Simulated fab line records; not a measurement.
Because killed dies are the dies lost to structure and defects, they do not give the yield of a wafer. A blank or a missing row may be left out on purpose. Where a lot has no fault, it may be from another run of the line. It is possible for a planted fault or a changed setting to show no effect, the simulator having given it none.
Chamber matching -- flow sky130 -- SKY_PASSIVATION_CVD_02 on pecvd-02 has 3 sister chambers
The step deposits Si3N4, target thk 540 nm. 6 wafers are shown with their chamber, then 10 later ones without.

== WAFERS, EACH WITH ITS CHAMBER ==
wafer,chamber,heaterPowerW (W),heaterPowerOuterW (W)
L090.4,0,730,427
L092.1,1,709,457
L092.4,0,826,494
L092.6,2,814,464
L094.2,2,755,436
L094.3,1,710,451

== WAFERS WITH NO CHAMBER GIVEN ==
wafer,heaterPowerW (W),heaterPowerOuterW (W)
L094.5,736,477
L097.2,847,484
L097.3,760,445
L097.5,633,402
L096.1,852,483
L096.2,877,544
L096.6,855,508
L095.2,833,478
L095.4,866,505
L095.6,833,501

== CHAMBER TAKEN BY EACH ==
wafer,from the rows above,in truth
L094.5,can't be placed: 1 or 0 or 2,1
L097.2,can't be placed: 0 or 2 or 1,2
L097.3,can't be placed: 2 or 0 or 1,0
L097.5,can't be placed: 1 or 2 or 0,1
L096.1,can't be placed: 0 or 2 or 1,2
L096.2,can't be placed: 0 or 2 or 1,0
L096.6,can't be placed: 0 or 2 or 1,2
L095.2,can't be placed: 0 or 2 or 1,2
L095.4,can't be placed: 0 or 2 or 1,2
L095.6,can't be placed: 0 or 2 or 1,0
0 of 10 placed correctly. Can't be placed from these rows: 10 (the true chamber is among the candidates in 10). 0 placed wrongly.
How it was worked out, from the rows above alone: a wafer's distance from a chamber is the root of the sum, over the readings, of the square of ((its reading less the chamber's mean) divided by the reading's scatter). If the next closest chamber is less than 2 further off than the closest, the wafer can't be placed; otherwise it belongs to the closest. Each chamber's mean is taken over the wafers shown for it. The scatter: the root of (the sum of the squares of (reading less its chamber's mean) over the shown wafers, divided by (wafers less chambers)).
